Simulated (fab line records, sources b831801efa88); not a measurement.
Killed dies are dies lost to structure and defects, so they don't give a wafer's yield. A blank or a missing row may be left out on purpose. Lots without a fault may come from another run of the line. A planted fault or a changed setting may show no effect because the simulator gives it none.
Chamber matching | flow gf180mcu | GF_V3_CMP_26 on cmp-01: 4 sister chambers
The step polishes, stops on SiO2, t overpolish 15 s, target thk 0 nm. 22 wafers are shown with their chamber, then 11 later ones without.

WAFERS WITH THEIR CHAMBER
wafer  | chamber | motor_current_A (A) | time_to_endpoint_s (s) | edge_zone_pressure_frac
L075.1 | 2       | 11.2                | 82                     | 1.000
L075.2 | 3       | 10.4                | 87                     | 0.997
L075.3 | 0       | 9.3                 | 78                     | 0.995
L077.2 | 2       | 11.5                | 80                     | 1.003
L077.3 | 1       | 12.4                | 78                     | 0.996
L077.5 | 3       | 11.1                | 86                     | 1.005
L078.1 | 3       | 10.6                | 83                     | 0.999
L078.3 | 2       | 12.4                | 84                     | 1.015
L078.4 | 0       | 10.3                | 82                     | 1.000
L079.4 | 3       | 10.6                | 93                     | 1.000
L079.5 | 1       | 13.1                | 83                     | 1.005
L079.6 | 0       | 10.4                | 80                     | 1.009
L081.1 | 1       | 13.1                | 82                     | 1.003
L081.2 | 2       | 11.9                | 85                     | 1.003
L081.6 | 1       | 13.1                | 79                     | 1.008
L084.1 | 0       | 10.3                | 79                     | 0.997
L084.4 | 3       | 10.9                | 88                     | 1.001
L084.5 | 2       | 11.9                | 88                     | 1.003
L088.1 | 1       | 12.8                | 83                     | 0.997
L088.3 | 0       | 9.6                 | 80                     | 0.991
L088.5 | 3       | 10.8                | 88                     | 1.004
L089.2 | 3       | 11.1                | 86                     | 0.992

SIGNATURES (means of the wafers above)
reading                 | chamber 0 | chamber 1 | chamber 2 | chamber 3 | scatter within a chamber
motor_current_A         | 9.980     | 12.900    | 11.780    | 10.786    | 0.382
time_to_endpoint_s      | 79.80     | 81.00     | 83.80     | 87.29     | 2.61
edge_zone_pressure_frac | 0.99840   | 1.00180   | 1.00480   | 0.99971   | 0.00549
Rule: a wafer's distance from a chamber is the root of the sum, over the readings, of the square of ((its reading less the chamber's mean) divided by the reading's scatter). The wafer belongs to the nearest chamber; if the next one is less than 2 further off, it can't be placed. The scatter: the root of (the sum of the squares of (reading less its chamber's mean) over the shown wafers, divided by (wafers less chambers)).

WAFERS WITHOUT THEIR CHAMBER
wafer  | motor_current_A (A) | time_to_endpoint_s (s) | edge_zone_pressure_frac
L089.4 | 12.0                | 84                     | 0.991
L089.5 | 12.4                | 82                     | 0.995
L090.1 | 11.8                | 84                     | 0.994
L090.4 | 9.7                 | 80                     | 0.996
L090.5 | 10.3                | 83                     | 0.995
L092.1 | 9.5                 | 78                     | 1.001
L092.4 | 12.7                | 78                     | 1.000
L092.5 | 12.6                | 80                     | 1.001
L095.2 | 11.9                | 81                     | 0.999
L095.4 | 9.9                 | 82                     | 0.990
L095.5 | 10.5                | 88                     | 1.002

WHICH CHAMBER EACH WENT THROUGH
wafer  | from the rows above          | in truth
L089.4 | can't be placed: 2 or 1 or 3 | 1
L089.5 | can't be placed: 1 or 2      | 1
L090.1 | can't be placed: 2 or 3 or 1 | 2
L090.4 | 0                            | 0
L090.5 | can't be placed: 0 or 3      | 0
L092.1 | 0                            | 0
L092.4 | 1                            | 1
L092.5 | can't be placed: 1 or 2      | 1
L095.2 | can't be placed: 2 or 1      | 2
L095.4 | can't be placed: 0 or 3      | 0
L095.5 | 3                            | 3
Placed correctly: 4 of 11. Can't be placed from these rows: 7 (the true chamber is among the candidates in 7). Placed wrongly: 0.
